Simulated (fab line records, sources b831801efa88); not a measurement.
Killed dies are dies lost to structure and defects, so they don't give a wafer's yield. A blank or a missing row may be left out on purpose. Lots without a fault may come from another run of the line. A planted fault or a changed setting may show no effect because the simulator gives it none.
Which tool did it? | flow gf180mcu | 24 lots, 72 wafers sampled, at 1 step of a route of 602

WHAT THE GAUGES READ, wafer by wafer
GF_POLY_GATE_OVL_MEAS_11.
lot  | measured     | on         | POLY_GATE_OVL (nm)
L074 | day 9 09:19  | overlay-02 | 6 1 0
L075 | day 9 13:15  | overlay-02 | -4 -6 -3
L076 | day 10 01:24 | overlay-01 | -2 -1 1
L077 | day 10 13:45 | overlay-02 | 1 5 5
L078 | day 10 14:06 | overlay-01 | 10 5 8
L079 | day 10 19:41 | overlay-02 | 11 -3 0
L080 | day 11 11:18 | overlay-01 | 10 2 -2
L081 | day 11 14:47 | overlay-02 | -3 2 6
L082 | day 11 15:29 | overlay-01 | -2 2 -7
L083 | day 11 22:19 | overlay-02 | -2 -7 -7
L084 | day 12 08:11 | overlay-02 | -9 -4 6
L085 | day 12 16:46 | overlay-01 | 12 0 2
L086 | day 13 00:43 | overlay-02 | -4 -10 3
L087 | day 13 08:18 | overlay-02 | 3 13 3
L088 | day 13 14:39 | overlay-01 | 4 -5 -8
L089 | day 13 20:12 | overlay-02 | -4 1 9
L090 | day 14 06:49 | overlay-02 | 1 -7 -3
L091 | day 14 12:20 | overlay-01 | -5 -3 -10
L092 | day 14 21:36 | overlay-02 | 2 7 2
L093 | day 15 07:33 | overlay-01 | 3 1 7
L094 | day 15 17:49 | overlay-02 | 14 5 10
L095 | day 15 18:12 | overlay-01 | -5 -3 -3
L096 | day 16 04:42 | overlay-02 | -1 0 3
L097 | day 16 13:38 | overlay-02 | -2 6 0

WHICH TOOL RAN EACH LOT (tool, then ch and the chambers of the sampled wafers, then the start)
The record holds no process step before these readings.

WHAT THE TOOLS THEMSELVES READ (means of the sampled wafers that have a number; where no wafer has one, the mark that the record gives instead)
The record holds no such reading with a usual standard deviation.

THE ANSWER, worked out from the rows above alone
Rule: what is usual is taken from the lots themselves. Put in order of their means at a reading, lots are off if they are a third of the lots or fewer, leave a main group of 4 or more, and stand apart from it by a gap of 3 or more times the standard deviation of the main group's means; of several such gaps the widest counts. A main group whose means are all the same, to the digits that the tables above print for the reading, isn't used. A lot without any number at a reading at which 4 lots or more have one is off too. The other lots that the step has rows for count as sound. The gauges are gone through in route order, then the tools' own readings, and for those a lot's mean is taken as printed above. The first step at which some lot is off is used, and at that step the reading that is off furthest; a lot without a number counts as furthest.
No lot is off at any reading shown: from this, nothing can be told.

WHAT THE SIMULATOR HAD PUT IN
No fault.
